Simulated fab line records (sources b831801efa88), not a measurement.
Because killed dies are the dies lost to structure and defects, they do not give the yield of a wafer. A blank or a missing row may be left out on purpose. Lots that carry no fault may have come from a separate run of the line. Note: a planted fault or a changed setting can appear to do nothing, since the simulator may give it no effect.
A struck lot beside a sound one    flow sky130    32 steps out of a route of 708
Sound: these wafers, L394.3, L394.5, L394.6. The struck wafers were L404.1, L404.3, L404.5. Last of all comes the cause.
Order at every step that has rows: each side's tool, ch and its chambers, its first start. Under that, the readings that differ: sound wafers    struck wafers    difference of the means    sigmas: that difference in standard deviations of wafers without a fault.
alike: same words and numbers on both sides, and readings whose means sit less than 2 such deviations apart. not compared: any withheld reading, any reading some wafer has no value for, any bound like >300 that may hide the same value, and any number with overlapping values for which the record gives no deviation.
A row with sigmas, a row that says differs or no value, or rows on one side alone: a step with any of these is where the two part. Non-overlapping numbers with no deviation appear without sigmas and do not part them. A reading that every wafer of one side lacks parts them only if that side has two wafers or more.

SKY_PWDE_OVL_MEAS_07:
  sound on overlay-01, day 6 04:02; struck on overlay-02, day 7 22:08
  alike: PWDE_OVL
then, 1 step without rows for these wafers: SKY_PWDE_IMPLANT_08.
SKY_PWDE_STRIP_09: strips in O2/N2.
  sound on plasmaAsher-04 ch 0,1, day 6 04:14; struck on plasmaAsher-04 ch 0,1, day 7 22:20
  alike: drypumpMotorCurrentA, oesProductAu, stripTimeToEndpointS
  not compared: rfHoursCounterH
SKY_PWDE_TW_MEAS_10:
  sound on filmMetro-02, day 6 04:19; struck on filmMetro-02, day 7 22:26
  alike: PWDE_TW
then, 7 steps without rows for these wafers: SKY_NWELL_DEHYDRATE_03 (time 60 s); SKY_NWELL_HMDS_04 (prime time 60 s); SKY_NWELL_COAT_05 (resist thk 3000 nm); SKY_NWELL_SOFTBAKE_06; SKY_NWELL_EXPOSE_07 (exposes mask NWM, target cd 840 nm); SKY_NWELL_PEB_08; SKY_NWELL_DEVELOP_09 (develop time 60 s).
SKY_NWELL_OVL_MEAS_10:
  sound on overlay-01, day 6 22:58; struck on overlay-01, day 8 19:16
  alike: NWELL_00_OVL
SKY_NWELL_IMPLANT_11:
  sound on implanter-02 ch 0, day 6 23:02; struck on implanter-02 ch 0, day 8 19:18
reading           sound                            struck                            difference   sigmas
beamOnS (s)       10.04 9.91 10.09                 14.17 14.16 14.14                 +4.14        +20
doseIonsCm2       1.898e+13 1.8968e+13 1.8983e+13  3.5152e+13 3.5166e+13 3.5159e+13  +1.6182e+13  +99 or more
faradayCurrentUA  106.6 108.0 105.8                140.5 140.9 140.4                 +33.8        +15
  alike: endStationPressureTorr
then, 2 steps without rows for these wafers: SKY_NWELL_IMPLANT_12; SKY_NWELL_IMPLANT_13.
SKY_NWELL_STRIP_14: strips in O2/N2.
  sound on plasmaAsher-04 ch 0,1, day 6 23:28; struck on plasmaAsher-04 ch 0, day 8 19:45
  alike: drypumpMotorCurrentA, oesProductAu, stripTimeToEndpointS
  not compared: rfHoursCounterH
SKY_NWELL_TW_MEAS_15:
  sound on filmMetro-02, day 6 23:33; struck on filmMetro-04, day 8 19:51
reading   sound           struck          difference  sigmas
NWELL_TW  1803 1817 1802  2189 2180 2191  +379        +47
then, 7 steps without rows for these wafers: SKY_NWELL_DEHYDRATE_16 (time 60 s); SKY_NWELL_HMDS_17 (prime time 60 s); SKY_NWELL_COAT_18 (resist thk 3000 nm); SKY_NWELL_SOFTBAKE_19; SKY_NWELL_EXPOSE_20 (exposes mask NWM COMPLEMENT, target cd 840 nm); SKY_NWELL_PEB_21; SKY_NWELL_DEVELOP_22 (develop time 60 s).
SKY_NWELL_OVL_MEAS_23:
  sound on overlay-01, day 7 18:46; struck on overlay-01, day 9 17:01
  alike: NWELL_01_OVL
then, 1 step without rows for these wafers: SKY_NWELL_IMPLANT_24.
SKY_NWELL_STRIP_25: strips in O2/N2.
  sound on plasmaAsher-03 ch 0,1, day 7 18:58; struck on plasmaAsher-04 ch 0,1, day 9 17:12
reading                   sound              struck             difference  sigmas
stripTimeToEndpointS (s)  36.87 36.98 37.07  36.72 36.68 36.76  -0.25       -2
  alike: drypumpMotorCurrentA, oesProductAu
  not compared: rfHoursCounterH
SKY_NWELL_TW_MEAS_26:
  sound on filmMetro-03, day 7 19:03; struck on filmMetro-02, day 9 17:18
reading     sound              struck             difference  sigmas
NWELL_2_TW  493.5 495.8 493.7  489.2 488.8 488.2  -5.6        -2
then, 1 step without rows for these wafers: SKY_NWELL_CLEAN_27 (cleans in SC1/SC2, time 150 s).
SKY_NWELL_RTA_28: time 30 s.
  sound on rtpAnneal-01 ch 0, day 7 19:13; struck on rtpAnneal-01 ch 0, day 9 17:28
  alike: lampPowerPct, rampDownCPerS, wafer_temp_C_max
SKY_NWELL_RS_MEAS_29: uses a four-point probe to measure.
  sound on filmMetro-02, day 7 19:20; struck on filmMetro-03, day 9 17:34
reading            sound              struck             difference  sigmas
NWELL_RS (ohm/sq)  624.4 624.2 625.7  449.0 447.8 449.7  -175.9      -99 or more
-- the record jumps here: 41 days lie between the struck wafers' starts before and after (it left off in module NWELL and takes up again in module PAD_OPEN, whose first step shown is number 708 of the route) --
SKY_PAD_OPEN_PROBE_99:
  sound on prober-01, day 48 07:59; struck on prober-01, day 50 06:31
reading                               sound                          struck                         difference  sigmas
model.etest.nfet_16v.rOnOhmUm         1.382e+04 1.374e+04 1.391e+04  1.198e+04 1.223e+04 1.2e+04    -1.753e+03  
model.etest.pfet_16v.rOnOhmUm         1.567e+04 1.546e+04 1.555e+04  1.607e+04 1.594e+04 1.614e+04  +4.900e+02  
model.etest.resNwell.lineOhmUm        1192 1189 1213                 709.6 694.2 696.8              -497.8      
model.etest.resNwell.rsOhmSq          1002 998.2 1016                621.7 605.7 617.3              -390.5      
model.etest.pfetG5v0d10v5.rOnOhmUm    4675 4705 4720                 4876 4953 4850                 +193        
model.etest.tip_p_5v.rsOhmSq          2894 2888 2891                 2974 2997 3000                 +99         
model.etest.resIsoPwell.widthNm (nm)  2662 2655 2664                 2605 2608 2625                 -48         
model.etest.resNwell.widthNm (nm)     848.9 841.9 842.1              878.5 877 880.5                +34.4       
  alike: killed_at_M0_to_M3, killed_at_M4_up, killedAtContacts, killedAtFrontEnd, killedAtOther, killedDies, killedOnRim, killedOpen, killedShort

## WHERE THEY PART
First at SKY_NWELL_IMPLANT_11; last, within this record, at SKY_NWELL_RS_MEAS_29. Later steps at which nothing parts them and some readings are alike: SKY_PAD_OPEN_PROBE_99.

WHY: what the simulator had put in
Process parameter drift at SKY_NWELL_IMPLANT_11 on implanter-02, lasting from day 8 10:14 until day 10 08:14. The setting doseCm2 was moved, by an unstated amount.
